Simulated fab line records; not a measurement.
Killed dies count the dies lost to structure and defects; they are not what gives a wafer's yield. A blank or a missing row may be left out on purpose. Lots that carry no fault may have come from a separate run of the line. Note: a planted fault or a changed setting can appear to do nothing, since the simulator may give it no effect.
fab line records + flow sky130
[record]
- lots = 14
- wafers = 42
- lastDay = 50
route steps=708 shown FIELD_ISO@3 NWELL@77 VT_ADJUST_LVTN@115 PAD_OPEN@708
lots with no fault: from the same line, run without faults
startH: hours from the record's opening day to when the first of the lot's shown wafers began + waitH: hours elapsed since this lot's preceding step + " same as the row above + L1.1+2: a single row standing in for several wafers + - no value, or no start was given + * or withheld: withheld + < > ~ a bound
route shown NAME@n: names a module that has steps shown in the file, with the first one's number in the route + usual: mean/standard deviation taken from wafers without a fault + same: alike in all rows + chamber/n: place in a boat + sites: the reading at each site + _std_site: their standard deviation + _edge_site: the outer-site mean with the inner-site mean subtracted + radiusMm: how far each site lies from the wafer's centre + mask NAME#n: copy n + behind: the last tool/chamber to shape the wafer + hold: why the lot was held/for how many hours/how that ended + device: the n, p or np transistor that did not switch + end of line: the tests these same wafers got at the end of their route + step lacking rows: just its recipe + killed: count of dies lost to structure and defects at first sort (not the wafer's yield) + map: dies across one wafer; x = killed, . = not, _ = none there
set.NAME: the setting the step ran with; set.NAME@STEP: the setting that earlier step ran with + model.NAME: the simulator's own value behind a step, which no gauge read
a sample of lots followed through the steps of the route, with each step as a table and each wafer as a row
services: a tool's chamber out of use, with start hour (startH, from the record's first day; less than 0 if before it), hours out, and reason
[[steps]]
[step SKY_FIELD_ISO_THK_MEAS_02]
[recipe]
- reads = SiO2_of_FIELD_ISO_OXIDATION_01
[usual]
- FIELD_ISO_OXIDATION_00_THK = 11.64/0.18
| lot.wafer | tool         | chamber | startH | waitH | FIELD_ISO_OXIDATION_00_THK[nm] |
|-----------|--------------|---------|--------|-------|--------------------------------|
| L471.2    | filmMetro-02 | -       | 21.70  | 0.0   | 11.51                          |
| L471.4    | "            | -       | "      | "     | 11.78                          |
| L471.5    | "            | -       | "      | "     | 11.69                          |
| L472.4    | filmMetro-02 | -       | 27.26  | 0.0   | 11.44                          |
| L472.5    | "            | -       | "      | "     | 11.47                          |
| L472.6    | "            | -       | "      | "     | 11.55                          |
| L473.1    | filmMetro-03 | -       | 32.51  | 0.0   | 11.76                          |
| L473.3    | "            | -       | "      | "     | 11.68                          |
| L473.6    | "            | -       | "      | "     | 11.60                          |
| L474.3    | filmMetro-03 | -       | 37.06  | 0.0   | 11.68                          |
| L474.4    | "            | -       | "      | "     | 11.58                          |
| L474.5    | "            | -       | "      | "     | 11.68                          |
| L476.2    | filmMetro-03 | -       | 46.69  | 0.0   | 11.55                          |
| L476.3    | "            | -       | "      | "     | 11.73                          |
| L476.6    | "            | -       | "      | "     | 11.65                          |
| L479.4    | filmMetro-02 | -       | 62.40  | 0.0   | 11.28                          |
| L479.5    | "            | -       | "      | "     | 11.25                          |
| L479.6    | "            | -       | "      | "     | 11.41                          |
| L480.1    | filmMetro-02 | -       | 66.82  | 0.0   | 11.56                          |
| L480.2    | "            | -       | "      | "     | 11.43                          |
| L480.6    | "            | -       | "      | "     | 11.46                          |
| L481.2    | filmMetro-03 | -       | 71.64  | 0.0   | 11.90                          |
| L481.4    | "            | -       | "      | "     | 11.87                          |
| L481.5    | "            | -       | "      | "     | 11.82                          |
| L482.1    | filmMetro-01 | -       | 77.17  | 0.0   | 11.62                          |
| L482.2    | "            | -       | "      | "     | 11.66                          |
| L482.6    | "            | -       | "      | "     | 11.62                          |
| L483.1    | filmMetro-01 | -       | 81.79  | 0.0   | 11.95                          |
| L483.5    | "            | -       | "      | "     | 11.63                          |
| L483.6    | "            | -       | "      | "     | 11.61                          |
| L484.2    | filmMetro-03 | -       | 86.64  | 0.0   | 11.78                          |
| L484.4    | "            | -       | "      | "     | 11.74                          |
| L484.5    | "            | -       | "      | "     | 11.99                          |
| L485.1    | filmMetro-02 | -       | 91.63  | 0.0   | 11.56                          |
| L485.5    | "            | -       | "      | "     | 11.73                          |
| L485.6    | "            | -       | "      | "     | 11.73                          |
| L491.1    | filmMetro-01 | -       | 124.45 | 0.0   | 11.95                          |
| L491.2    | "            | -       | "      | "     | 11.95                          |
| L491.5    | "            | -       | "      | "     | 11.81                          |
| L492.2    | filmMetro-02 | -       | 127.51 | 0.0   | 11.43                          |
| L492.3    | "            | -       | "      | "     | 11.45                          |
| L492.6    | "            | -       | "      | "     | 11.41                          |
[step SKY_NWELL_IMPLANT_24]
[recipe]
- species = B
- energyKev = 140
- doseCm2 = 9.258e+12
- tiltDeg = withheld
[usual]
- beamEnergyKeV = 140.00/0.042
[same]
- implantIonAmu = 11
| lot.wafer | tool         | chamber | startH | waitH | beamEnergyKeV |
|-----------|--------------|---------|--------|-------|---------------|
| L471.2    | implanter-03 | 0       | 112.84 | 0.0   | 139.99        |
| L471.4    | "            | 0       | "      | "     | 140.01        |
| L471.5    | "            | 0       | "      | "     | 139.96        |
| L472.4    | implanter-01 | 0       | 117.80 | 0.1   | 140.04        |
| L472.5    | "            | 0       | "      | "     | 140.10        |
| L472.6    | "            | 0       | "      | "     | 140.07        |
| L473.1    | implanter-01 | 0       | 128.69 | 0.0   | 140.05        |
| L473.3    | "            | 0       | "      | "     | 140.04        |
| L473.6    | "            | 0       | "      | "     | 139.98        |
| L474.3    | implanter-03 | 0       | 132.41 | 0.1   | 139.99        |
| L474.4    | "            | 0       | "      | "     | 140.01        |
| L474.5    | "            | 0       | "      | "     | 140.02        |
| L476.2    | implanter-03 | 0       | 143.24 | 0.0   | 139.96        |
| L476.3    | "            | 0       | "      | "     | 140.03        |
| L476.6    | "            | 0       | "      | "     | 139.96        |
| L479.4    | implanter-01 | 0       | 163.11 | 0.1   | 140.05        |
| L479.5    | "            | 0       | "      | "     | 140.04        |
| L479.6    | "            | 0       | "      | "     | 140.05        |
| L480.1    | implanter-01 | 0       | 169.82 | 0.0   | 139.98        |
| L480.2    | "            | 0       | "      | "     | 139.97        |
| L480.6    | "            | 0       | "      | "     | 139.93        |
| L481.2    | implanter-01 | 0       | 176.10 | 0.0   | 140.00        |
| L481.4    | "            | 0       | "      | "     | 139.94        |
| L481.5    | "            | 0       | "      | "     | 139.99        |
| L482.1    | implanter-01 | 0       | 182.41 | 0.0   | 135.56        |
| L482.2    | "            | 0       | "      | "     | 135.65        |
| L482.6    | "            | 0       | "      | "     | 135.62        |
| L483.1    | implanter-01 | 0       | 186.64 | 0.0   | 135.69        |
| L483.5    | "            | 0       | "      | "     | 135.58        |
| L483.6    | "            | 0       | "      | "     | 135.66        |
| L484.2    | implanter-02 | 0       | 191.90 | 0.0   | 140.00        |
| L484.4    | "            | 0       | "      | "     | 140.10        |
| L484.5    | "            | 0       | "      | "     | 140.06        |
| L485.1    | implanter-02 | 0       | 199.92 | 0.0   | 140.03        |
| L485.5    | "            | 0       | "      | "     | 140.08        |
| L485.6    | "            | 0       | "      | "     | 140.08        |
| L491.1    | implanter-02 | 0       | 240.37 | 0.0   | 139.96        |
| L491.2    | "            | 0       | "      | "     | 140.04        |
| L491.5    | "            | 0       | "      | "     | 139.98        |
| L492.2    | implanter-02 | 0       | 244.60 | 0.0   | 139.97        |
| L492.3    | "            | 0       | "      | "     | 139.99        |
| L492.6    | "            | 0       | "      | "     | 139.97        |
[step SKY_NWELL_TW_MEAS_26]
[usual]
- NWELL_2_TW = 495.3/2
| lot.wafer | tool         | chamber | startH | waitH | NWELL_2_TW |
|-----------|--------------|---------|--------|-------|------------|
| L471.2    | filmMetro-03 | -       | 113.07 | 0.1   | 493.6      |
| L471.4    | "            | -       | "      | "     | 497.8      |
| L471.5    | "            | -       | "      | "     | 494.1      |
| L472.4    | filmMetro-03 | -       | 118.00 | 0.1   | 492.7      |
| L472.5    | "            | -       | "      | "     | 497.1      |
| L472.6    | "            | -       | "      | "     | 495.7      |
| L473.1    | filmMetro-02 | -       | 128.94 | 0.1   | 496.2      |
| L473.3    | "            | -       | "      | "     | 493.8      |
| L473.6    | "            | -       | "      | "     | 494.7      |
| L474.3    | filmMetro-03 | -       | 132.63 | 0.1   | 495.9      |
| L474.4    | "            | -       | "      | "     | 497.5      |
| L474.5    | "            | -       | "      | "     | 498.4      |
| L476.2    | filmMetro-02 | -       | 143.47 | 0.1   | 493.3      |
| L476.3    | "            | -       | "      | "     | 493.0      |
| L476.6    | "            | -       | "      | "     | 494.8      |
| L479.4    | filmMetro-02 | -       | 163.32 | 0.1   | 496.1      |
| L479.5    | "            | -       | "      | "     | 498.5      |
| L479.6    | "            | -       | "      | "     | 495.6      |
| L480.1    | filmMetro-03 | -       | 170.07 | 0.1   | 496.6      |
| L480.2    | "            | -       | "      | "     | 499.6      |
| L480.6    | "            | -       | "      | "     | 497.8      |
| L481.2    | filmMetro-02 | -       | 176.33 | 0.1   | 496.6      |
| L481.4    | "            | -       | "      | "     | 497.1      |
| L481.5    | "            | -       | "      | "     | 496.3      |
| L482.1    | filmMetro-02 | -       | 182.66 | 0.1   | 493.4      |
| L482.2    | "            | -       | "      | "     | 489.8      |
| L482.6    | "            | -       | "      | "     | 492.1      |
| L483.1    | filmMetro-04 | -       | 186.89 | 0.1   | 493.0      |
| L483.5    | "            | -       | "      | "     | 493.8      |
| L483.6    | "            | -       | "      | "     | 494.3      |
| L484.2    | filmMetro-03 | -       | 192.13 | 0.1   | 495.9      |
| L484.4    | "            | -       | "      | "     | 499.3      |
| L484.5    | "            | -       | "      | "     | 499.0      |
| L485.1    | filmMetro-02 | -       | 200.17 | 0.1   | 495.7      |
| L485.5    | "            | -       | "      | "     | 493.0      |
| L485.6    | "            | -       | "      | "     | 493.5      |
| L491.1    | filmMetro-04 | -       | 240.62 | 0.1   | 496.6      |
| L491.2    | "            | -       | "      | "     | 495.1      |
| L491.5    | "            | -       | "      | "     | 493.7      |
| L492.2    | filmMetro-04 | -       | 244.83 | 0.1   | 494.8      |
| L492.3    | "            | -       | "      | "     | 494.7      |
| L492.6    | "            | -       | "      | "     | 493.8      |
[step SKY_VT_ADJUST_LVTN_OVL_MEAS_18]
[usual]
- VT_ADJUST_LVTN_01_OVL = 0.1/1.3
| lot.wafer | tool       | chamber | startH | waitH | VT_ADJUST_LVTN_01_OVL[nm] |
|-----------|------------|---------|--------|-------|---------------------------|
| L471.2    | overlay-01 | -       | 173.09 | 0.1   | 0.7                       |
| L471.4    | "          | -       | "      | "     | -2.1                      |
| L471.5    | "          | -       | "      | "     | -0.8                      |
| L472.4    | overlay-01 | -       | 176.70 | 0.1   | -0.8                      |
| L472.5    | "          | -       | "      | "     | 0.4                       |
| L472.6    | "          | -       | "      | "     | -1.8                      |
| L473.1    | overlay-01 | -       | 189.03 | 0.1   | -0.2                      |
| L473.3    | "          | -       | "      | "     | -2.6                      |
| L473.6    | "          | -       | "      | "     | 1.0                       |
| L474.3    | overlay-02 | -       | 192.94 | 0.1   | 0.9                       |
| L474.4    | "          | -       | "      | "     | 0.0                       |
| L474.5    | "          | -       | "      | "     | 1.2                       |
| L476.2    | overlay-01 | -       | 206.89 | 0.1   | -0.8                      |
| L476.3    | "          | -       | "      | "     | 0.7                       |
| L476.6    | "          | -       | "      | "     | -0.6                      |
| L479.4    | overlay-01 | -       | 230.14 | 0.1   | -0.5                      |
| L479.5    | "          | -       | "      | "     | -1.2                      |
| L479.6    | "          | -       | "      | "     | 1.4                       |
| L480.1    | overlay-01 | -       | 235.33 | 0.1   | 2.0                       |
| L480.2    | "          | -       | "      | "     | 0.7                       |
| L480.6    | "          | -       | "      | "     | 1.2                       |
| L481.2    | overlay-01 | -       | 242.73 | 0.1   | 1.2                       |
| L481.4    | "          | -       | "      | "     | 1.0                       |
| L481.5    | "          | -       | "      | "     | -0.7                      |
| L482.1    | overlay-02 | -       | 250.18 | 0.1   | -1.1                      |
| L482.2    | "          | -       | "      | "     | -1.4                      |
| L482.6    | "          | -       | "      | "     | 0.2                       |
| L483.1    | overlay-02 | -       | 255.42 | 0.1   | -1.2                      |
| L483.5    | "          | -       | "      | "     | -0.1                      |
| L483.6    | "          | -       | "      | "     | -1.2                      |
| L484.2    | overlay-02 | -       | 261.47 | 0.1   | 1.0                       |
| L484.4    | "          | -       | "      | "     | -0.1                      |
| L484.5    | "          | -       | "      | "     | 1.1                       |
| L485.1    | overlay-01 | -       | 268.63 | 0.1   | -0.5                      |
| L485.5    | "          | -       | "      | "     | -1.3                      |
| L485.6    | "          | -       | "      | "     | -0.7                      |
| L491.1    | overlay-02 | -       | 315.43 | 0.1   | -2.2                      |
| L491.2    | "          | -       | "      | "     | -0.3                      |
| L491.5    | "          | -       | "      | "     | -2.2                      |
| L492.2    | overlay-02 | -       | 319.88 | 0.1   | 1.3                       |
| L492.3    | "          | -       | "      | "     | 0.3                       |
| L492.6    | "          | -       | "      | "     | 0.1                       |
[step SKY_PAD_OPEN_PROBE_99]
[usual]
- killed_at_M0_to_M3 = 43/6.3
- killed_at_M4_up = 3.1/1.9
- killedAtContacts = 24/5.1
- killedAtFrontEnd = 14/4.3
- killedAtOther = 0.3/0.53
- killedDies = 85/8.8
- killedOpen = 46/7.1
- killedShort = 38/5.9
[same]
- grossDies = 492
- killedAtBackSide = 0
| lot.wafer | tool      | chamber | startH  | waitH | killed_at_M0_to_M3 | killed_at_M4_up | killedAtContacts | killedAtFrontEnd | killedAtOther | killedDies | killedOpen | killedShort |
|-----------|-----------|---------|---------|-------|--------------------|-----------------|------------------|------------------|---------------|------------|------------|-------------|
| L483.1    | prober-01 | -       | 1157.00 | 0.1   | 40                 | 1               | 25               | 17               | 0             | 83         | 44         | 39          |
| L483.5    | prober-01 | -       | 1157.20 | 0.2   | 33                 | 2               | 30               | 12               | 1             | 78         | 45         | 33          |
| L483.6    | prober-01 | -       | 1157.25 | 0.2   | 38                 | 4               | 23               | 16               | 0             | 81         | 40         | 41          |
| L484.2    | prober-02 | -       | 1157.33 | 0.1   | 45                 | 6               | 25               | 17               | 1             | 94         | 54         | 40          |
| L484.4    | prober-02 | -       | 1157.43 | 0.2   | 47                 | 6               | 30               | 14               | 0             | 97         | 53         | 44          |
| L484.5    | prober-02 | -       | 1157.48 | 0.2   | 40                 | 3               | 24               | 20               | 0             | 87         | 45         | 42          |
// killed by level:class
L483.1 VIA1:geometricParticle:open=12 CONTACT:geometricParticle:short=9 FIELD_ISO:geometricParticle:open=7 CONTACT:geometricParticle:open=7 VIA2:geometricParticle:open=6 FIELD_ISO:geometricParticle:short=5 VIA3:geometricParticle:short=4 LI_CONTACT:geometricParticle:open=4
L483.5 LI_CONTACT:geometricParticle:open=12 CONTACT:geometricParticle:open=8 VIA1:geometricParticle:open=7 METAL2:geometricParticle:short=5 LOCAL_INTERCONNECT:geometricParticle:short=4 CONTACT:geometricParticle:short=4 METAL1:geometricParticle:short=4 FIELD_ISO:geometricParticle:open=3
L483.6 VIA3:geometricParticle:open=8 CONTACT:geometricParticle:open=5 LI_CONTACT:geometricParticle:open=5 VIA1:geometricParticle:short=5 METAL2:geometricParticle:short=5 VIA2:geometricParticle:open=5 POLY_GATE:geometricParticle:short=4 LI_CONTACT:geometricParticle:short=4
L484.2 VIA2:geometricParticle:open=12 CONTACT:geometricParticle:open=11 FIELD_ISO:geometricParticle:short=7 VIA3:geometricParticle:open=7 VIA1:geometricParticle:short=5 VIA1:geometricParticle:open=5 POLY_GATE:geometricParticle:short=4 POLY_GATE:geometricParticle:open=4
L484.4 CONTACT:geometricParticle:open=12 VIA1:geometricParticle:open=10 VIA2:geometricParticle:open=8 METAL1:geometricParticle:short=7 VIA3:geometricParticle:open=7 LI_CONTACT:geometricParticle:open=6 LOCAL_INTERCONNECT:geometricParticle:short=5 POLY_GATE:geometricParticle:short=4
L484.5 LI_CONTACT:geometricParticle:open=10 FIELD_ISO:geometricParticle:open=7 METAL1:geometricParticle:short=7 VIA1:geometricParticle:open=7 FIELD_ISO:geometricParticle:short=6 CONTACT:geometricParticle:open=6 METAL3:geometricParticle:short=5 VIA3:geometricParticle:open=5
[[services]]
| tool         | chamber | startH | hours | kind   |
|--------------|---------|--------|-------|--------|
| implanter-01 | -       | 108.82 | 2.7   | pm     |
| implanter-01 | -       | 111.53 | 3.6   | pm     |
| implanter-02 | -       | 164.35 | 4.3   | repair |
| implanter-03 | -       | 167.57 | 2.7   | pm     |
| implanter-03 | -       | 206.38 | 21.5  | pm     |
| implanter-01 | -       | 223.05 | 6.4   | repair |
| implanter-01 | -       | 242.36 | 1.3   | repair |
[[key]]
[firstSign]
- step = SKY_NWELL_IMPLANT_24
- reading = beamEnergyKeV
- direction = down
- sigmas = 99+
- usual = *
- struck = *
effect none on later readings
metAt SKY_NWELL_IMPLANT_24
struckLots L482,L483
testerLeftOut L482,L483
notActingAt SKY_FIELD_ISO_THK_MEAS_02,SKY_NWELL_TW_MEAS_26,SKY_VT_ADJUST_LVTN_OVL_MEAS_18
onsetBetween 176.10 182.41
[fault]
- kind = processParameterDrift
- tool = implanter-01
- chamber = -
- onsetH = 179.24
- steps = SKY_NWELL_IMPLANT_24
- channel = energyKev
- offset = *
- shape = step
- endH = 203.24
- actsIn = *
- stated = *
// testerLeftOut: of these lots the tester's yield and bins aren't shown, on N5 and GAA mostly nor the transistor test; their killed dies are dies lost to structure and defects alone, not to doping, threshold or leakage, so they don't give the yield
